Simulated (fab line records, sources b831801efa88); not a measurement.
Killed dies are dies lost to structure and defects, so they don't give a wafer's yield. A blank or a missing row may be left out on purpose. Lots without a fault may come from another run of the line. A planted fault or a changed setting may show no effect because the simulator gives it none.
Which tool did it? | flow gf180mcu | 14 lots, 42 wafers sampled, at 6 steps of a route of 602

WHAT THE GAUGES READ, wafer by wafer
GF_LVPWELL_TW_MEAS_11. Usual: LVPWELL_TW 557.0, standard deviation 2.8.
lot  | measured    | on            | LVPWELL_TW        | flag
L694 | day 3 21:31 | film_metro-01 | 559.6 557.1 559.1 |
L696 | day 4 10:25 | film_metro-03 | 558.2 557.0 560.3 |
L699 | day 5 03:55 | film_metro-01 | 561.0 560.5 560.7 |
L700 | day 5 10:52 | film_metro-01 | 558.4 561.7 560.3 |
L701 | day 5 16:43 | film_metro-02 | 556.3 555.0 556.2 |
L702 | day 5 21:35 | film_metro-03 | 556.2 554.7 552.5 |
L704 | day 6 08:39 | film_metro-02 | 555.7 554.6 557.1 |
L705 | day 6 12:58 | film_metro-02 | 554.3 555.1 553.9 |
L708 | day 7 06:10 | film_metro-01 | 556.2 556.9 555.3 |
L713 | day 8 08:25 | film_metro-02 | 29.8 29.7 29.4    | OFF
L714 | day 8 15:07 | film_metro-03 | 29.8 29.8 29.8    | OFF
L715 | day 8 20:35 | film_metro-03 | 554.7 558.5 556.3 |
L716 | day 9 00:34 | film_metro-01 | 561.7 561.2 561.5 |
L717 | day 9 08:43 | film_metro-02 | 556.4 561.7 556.2 |

GF_POLY_GATE_CD_MEAS_10: target cd 280 nm. Usual: cd_nm 279.9 nm, standard deviation 1.
lot  | measured     | on        | cd_nm (nm)        | flag
L694 | day 9 07:47  | cd_sem-01 | 278.1 279.1 278.5 |
L696 | day 9 23:34  | cd_sem-01 | 280.9 279.8 281.9 |
L699 | day 11 01:10 | cd_sem-01 | 279.2 277.9 279.4 |
L700 | day 11 11:19 | cd_sem-01 | 280.0 279.1 278.9 |
L701 | day 12 01:52 | cd_sem-01 | 280.3 280.0 280.5 |
L702 | day 12 01:46 | cd_sem-02 | 280.2 280.2 280.0 |
L704 | day 12 13:01 | cd_sem-01 | 279.6 278.3 281.1 |
L705 | day 12 15:10 | cd_sem-02 | 279.5 279.8 278.3 |
L708 | day 13 12:25 | cd_sem-02 | 281.3 280.4 282.2 |
L713 | day 15 05:40 | cd_sem-01 | 281.4 280.7 283.3 |
L714 | day 15 05:37 | cd_sem-02 | 281.4 278.8 279.8 |
L715 | day 15 11:15 | cd_sem-01 | 278.3 279.3 280.2 |
L716 | day 16 00:07 | cd_sem-01 | 281.0 280.3 279.9 |
L717 | day 16 07:56 | cd_sem-01 | 278.7 278.6 278.5 |

WHICH TOOL RAN EACH LOT (tool, then ch and the chambers of the sampled wafers, then the start)
lot  | GF_NWELL_STRIP_10                   | GF_LVPWELL_STRIP_10                 | GF_MVPSD_STRIP_10                    | GF_VT_IMPLANT_STRIP_42
L694 | plasma_asher-04 ch 0,1, day 3 07:28 | plasma_asher-04 ch 0,1, day 3 21:25 | plasma_asher-03 ch 0,1, day 5 01:25  | plasma_asher-02 ch 1, day 7 16:02
L696 | plasma_asher-02 ch 0,1, day 3 20:49 | plasma_asher-04 ch 1, day 4 10:19   | plasma_asher-02 ch 0,1, day 5 16:25  | plasma_asher-04 ch 0,1, day 8 07:28
L699 | plasma_asher-03 ch 0,1, day 4 13:23 | plasma_asher-02 ch 0,1, day 5 03:49 | plasma_asher-03 ch 0,1, day 6 09:34  | plasma_asher-02 ch 0,1, day 9 03:35
L700 | plasma_asher-02 ch 0,1, day 4 20:04 | plasma_asher-04 ch 0,1, day 5 10:46 | plasma_asher-01 ch 0,1, day 6 16:52  | plasma_asher-04 ch 0,1, day 9 12:22
L701 | plasma_asher-02 ch 0,1, day 5 01:37 | plasma_asher-02 ch 0,1, day 5 16:37 | plasma_asher-01 ch 0,1, day 7 00:07  | plasma_asher-02 ch 0,1, day 10 00:22
L702 | plasma_asher-03 ch 0,1, day 5 06:25 | plasma_asher-02 ch 0,1, day 5 21:29 | plasma_asher-03 ch 0,1, day 7 04:43  | plasma_asher-04 ch 0,1, day 10 00:40
L704 | plasma_asher-04 ch 0,1, day 5 16:55 | plasma_asher-04 ch 1, day 6 08:32   | plasma_asher-02 ch 1, day 7 16:40    | plasma_asher-02 ch 0,1, day 10 17:13
L705 | plasma_asher-04 ch 0,1, day 5 21:53 | plasma_asher-04 ch 0,1, day 6 12:53 | plasma_asher-02 ch 0,1, day 7 21:11  | plasma_asher-03 ch 0,1, day 10 18:01
L708 | plasma_asher-03 ch 0,1, day 6 14:16 | plasma_asher-04 ch 0,1, day 7 06:04 | plasma_asher-02 ch 0,1, day 8 15:52  | plasma_asher-02 ch 0,1, day 11 14:53
L713 | plasma_asher-02 ch 0,1, day 7 15:35 | plasma_asher-04 ch 0,1, day 8 08:19 | plasma_asher-03 ch 0,1, day 10 00:16 | plasma_asher-03 ch 0,1, day 13 04:22
L714 | plasma_asher-04 ch 0,1, day 7 21:32 | plasma_asher-04 ch 0,1, day 8 15:01 | plasma_asher-01 ch 0,1, day 10 02:04 | plasma_asher-02 ch 0,1, day 13 05:16
L715 | plasma_asher-02 ch 0,1, day 8 03:34 | plasma_asher-01 ch 0,1, day 8 20:29 | plasma_asher-01 ch 0,1, day 10 06:10 | plasma_asher-04 ch 0,1, day 13 10:07
L716 | plasma_asher-03 ch 0,1, day 8 07:19 | plasma_asher-04 ch 0,1, day 9 00:28 | plasma_asher-03 ch 0,1, day 10 12:10 | plasma_asher-02 ch 0,1, day 13 17:58
L717 | plasma_asher-02 ch 0,1, day 8 15:10 | plasma_asher-02 ch 0,1, day 9 08:37 | plasma_asher-03 ch 1, day 10 20:19   | plasma_asher-04 ch 0,1, day 14 03:13
- GF_NWELL_STRIP_10: strips in O2/N2.
- GF_LVPWELL_STRIP_10: strips in O2/N2.
- GF_MVPSD_STRIP_10: strips in O2/N2.
- GF_VT_IMPLANT_STRIP_42: strips in O2/N2.

WHAT THE TOOLS THEMSELVES READ (means of the sampled wafers that have a number; where no wafer has one, the mark that the record gives instead)
GF_NWELL_STRIP_10. Usual: chamber_pressure_mTorr 1499.8 mTorr, standard deviation 1.4; drypump_motor_current_A 6.1 A, standard deviation 0.36; heater_power_w 321 W, standard deviation 30; oes_product_au 0.722 a.u., standard deviation 0.0047; strip_time_to_endpoint_s 37.01 s, standard deviation 0.09.
lot  | tool            | chamber_pressure_mTorr (mTorr) | drypump_motor_current_A (A) | heater_power_w (W) | oes_product_au (a.u.) | strip_time_to_endpoint_s (s) | flag
L694 | plasma_asher-04 | 1500.1                         | 5.9                         | 350                | 0.724                 | 37.02                        |
L696 | plasma_asher-02 | 1500.2                         | 6.0                         | 299                | 0.719                 | 36.95                        |
L699 | plasma_asher-03 | 1498.8                         | 6.3                         | 323                | 0.719                 | 37.22                        |
L700 | plasma_asher-02 | 1500.1                         | 6.2                         | 292                | 0.720                 | 37.02                        |
L701 | plasma_asher-02 | 1500.6                         | 6.0                         | 297                | 0.724                 | 36.93                        |
L702 | plasma_asher-03 | 1498.6                         | 6.0                         | 344                | 0.721                 | 37.03                        |
L704 | plasma_asher-04 | 1499.7                         | 6.1                         | 335                | 0.721                 | 37.07                        |
L705 | plasma_asher-04 | 1499.4                         | 5.9                         | 350                | 0.719                 | 37.01                        |
L708 | plasma_asher-03 | 1499.4                         | 6.0                         | 342                | 0.725                 | 37.00                        |
L713 | plasma_asher-02 | -                              | -                           | -                  | -                     | -                            | OFF
L714 | plasma_asher-04 | -                              | -                           | -                  | -                     | -                            | OFF
L715 | plasma_asher-02 | 1500.2                         | 6.0                         | 301                | 0.724                 | 37.03                        |
L716 | plasma_asher-03 | 1498.6                         | 6.0                         | 346                | 0.725                 | 37.11                        |
L717 | plasma_asher-02 | 1500.0                         | 6.3                         | 287                | 0.717                 | 37.03                        |

GF_LVPWELL_STRIP_10. Usual: chamber_pressure_mTorr 1500.1 mTorr, standard deviation 1.4; drypump_motor_current_A 6.0 A, standard deviation 0.35; heater_power_w 329 W, standard deviation 28; oes_product_au 0.722 a.u., standard deviation 0.0048; strip_time_to_endpoint_s 37.00 s, standard deviation 0.1.
lot  | tool            | chamber_pressure_mTorr (mTorr) | drypump_motor_current_A (A) | heater_power_w (W) | oes_product_au (a.u.) | strip_time_to_endpoint_s (s) | flag
L694 | plasma_asher-04 | 1499.5                         | 6.1                         | 337                | 0.725                 | 36.96                        |
L696 | plasma_asher-04 | 1499.7                         | 6.3                         | 331                | 0.723                 | 37.13                        |
L699 | plasma_asher-02 | 1499.0                         | 6.0                         | 299                | 0.721                 | 37.02                        |
L700 | plasma_asher-04 | 1500.6                         | 5.9                         | 347                | 0.726                 | 37.03                        |
L701 | plasma_asher-02 | 1499.7                         | 6.0                         | 300                | 0.726                 | 37.00                        |
L702 | plasma_asher-02 | 1499.2                         | 6.0                         | 298                | 0.723                 | 37.00                        |
L704 | plasma_asher-04 | 1500.4                         | 6.3                         | 329                | 0.717                 | 37.02                        |
L705 | plasma_asher-04 | 1500.8                         | 6.1                         | 338                | 0.724                 | 36.90                        |
L708 | plasma_asher-04 | 1500.2                         | 6.1                         | 341                | 0.728                 | 36.97                        |
L713 | plasma_asher-04 | 1500.1                         | 5.9                         | 350                | 0.738                 | 81.43                        | OFF
L714 | plasma_asher-04 | 1501.9                         | 6.1                         | 335                | 0.741                 | 81.40                        | OFF
L715 | plasma_asher-01 | 1499.9                         | 5.7                         | 345                | 0.714                 | 36.99                        |
L716 | plasma_asher-04 | 1499.5                         | 5.9                         | 350                | 0.720                 | 36.97                        |
L717 | plasma_asher-02 | 1500.9                         | 6.0                         | 296                | 0.721                 | 36.81                        |

GF_MVPSD_STRIP_10. Usual: chamber_pressure_mTorr 1500.0 mTorr, standard deviation 1.3; drypump_motor_current_A 6.0 A, standard deviation 0.49; heater_power_w 330 W, standard deviation 32; oes_product_au 0.723 a.u., standard deviation 0.0042; strip_time_to_endpoint_s 36.94 s, standard deviation 0.11.
lot  | tool            | chamber_pressure_mTorr (mTorr) | drypump_motor_current_A (A) | heater_power_w (W) | oes_product_au (a.u.) | strip_time_to_endpoint_s (s) | flag
L694 | plasma_asher-03 | 1500.3                         | 6.3                         | 325                | 0.719                 | 36.81                        |
L696 | plasma_asher-02 | 1498.9                         | 6.3                         | 289                | 0.721                 | 36.94                        |
L699 | plasma_asher-03 | 1500.9                         | 6.3                         | 329                | 0.720                 | 36.92                        |
L700 | plasma_asher-01 | 1500.1                         | 5.7                         | 337                | 0.724                 | 37.03                        |
L701 | plasma_asher-01 | 1499.6                         | 5.7                         | 345                | 0.724                 | 36.89                        |
L702 | plasma_asher-03 | 1500.1                         | 6.3                         | 329                | 0.722                 | 36.88                        |
L704 | plasma_asher-02 | 1500.0                         | 6.5                         | 282                | 0.727                 | 36.89                        |
L705 | plasma_asher-02 | 1499.8                         | 6.0                         | 296                | 0.723                 | 36.99                        |
L708 | plasma_asher-02 | 1500.3                         | 6.0                         | 297                | 0.716                 | 36.91                        |
L713 | plasma_asher-03 | 1500.6                         | 6.0                         | 344                | 0.724                 | 36.89                        |
L714 | plasma_asher-01 | 1500.6                         | 5.7                         | 343                | 0.727                 | 36.85                        |
L715 | plasma_asher-01 | 1500.5                         | 5.7                         | 347                | 0.719                 | 37.17                        |
L716 | plasma_asher-03 | 1501.1                         | 6.0                         | 342                | 0.725                 | 37.06                        |
L717 | plasma_asher-03 | 1498.6                         | 5.7                         | 368                | 0.724                 | 37.20                        |

GF_VT_IMPLANT_STRIP_42. Usual: chamber_pressure_mTorr 1500.0 mTorr, standard deviation 1.3; drypump_motor_current_A 6.1 A, standard deviation 0.36; heater_power_w 320 W, standard deviation 30; oes_product_au 0.716 a.u., standard deviation 0.0042; strip_time_to_endpoint_s 12.61 s, standard deviation 0.043.
lot  | tool            | chamber_pressure_mTorr (mTorr) | drypump_motor_current_A (A) | heater_power_w (W) | oes_product_au (a.u.) | strip_time_to_endpoint_s (s) | flag
L694 | plasma_asher-02 | 1499.1                         | 6.4                         | 289                | 0.712                 | 12.61                        |
L696 | plasma_asher-04 | 1499.7                         | 6.1                         | 343                | 0.715                 | 12.62                        |
L699 | plasma_asher-02 | 1499.1                         | 6.3                         | 290                | 0.714                 | 12.63                        |
L700 | plasma_asher-04 | 1500.4                         | 5.9                         | 352                | 0.719                 | 12.62                        |
L701 | plasma_asher-02 | 1499.8                         | 6.3                         | 293                | 0.714                 | 12.58                        |
L702 | plasma_asher-04 | 1499.8                         | 5.9                         | 349                | 0.714                 | 12.59                        |
L704 | plasma_asher-02 | 1500.5                         | 6.3                         | 287                | 0.716                 | 12.69                        |
L705 | plasma_asher-03 | 1500.6                         | 6.0                         | 349                | 0.718                 | 12.55                        |
L708 | plasma_asher-02 | 1500.2                         | 6.0                         | 295                | 0.715                 | 12.62                        |
L713 | plasma_asher-03 | 1500.7                         | 6.3                         | 326                | 0.716                 | 12.56                        |
L714 | plasma_asher-02 | 1499.2                         | 6.0                         | 295                | 0.719                 | 12.60                        |
L715 | plasma_asher-04 | 1498.8                         | 6.1                         | 339                | 0.717                 | 12.64                        |
L716 | plasma_asher-02 | 1499.2                         | 6.2                         | 290                | 0.719                 | 12.65                        |
L717 | plasma_asher-04 | 1500.0                         | 5.9                         | 347                | 0.718                 | 12.59                        |

THE ANSWER, worked out from the rows above alone
Rule: a lot is off if the mean of its wafers that have a number lies more than 3 standard deviations from the usual mean. A lot without any number at a reading at which 4 lots or more have one is off too. The other lots that the step has rows for count as sound. The gauges are gone through in route order, then the tools' own readings, and for those a lot's mean is taken as printed above. The first step at which some lot is off is used, and at that step the reading that is off furthest; a lot without a number counts as furthest.
Off: L713, L714, at GF_LVPWELL_TW_MEAS_11 (LVPWELL_TW).
A tool fits if, at a process step before that reading, it ran every lot that is off, and no sound lot after the first of them. The gauges at GF_LVPWELL_TW_MEAS_11 aren't tried: what is off there is off at GF_NWELL_STRIP_10 too, on other tools, and a gauge's error can't cause that. None of those tried fits.

WHAT THE SIMULATOR HAD PUT IN
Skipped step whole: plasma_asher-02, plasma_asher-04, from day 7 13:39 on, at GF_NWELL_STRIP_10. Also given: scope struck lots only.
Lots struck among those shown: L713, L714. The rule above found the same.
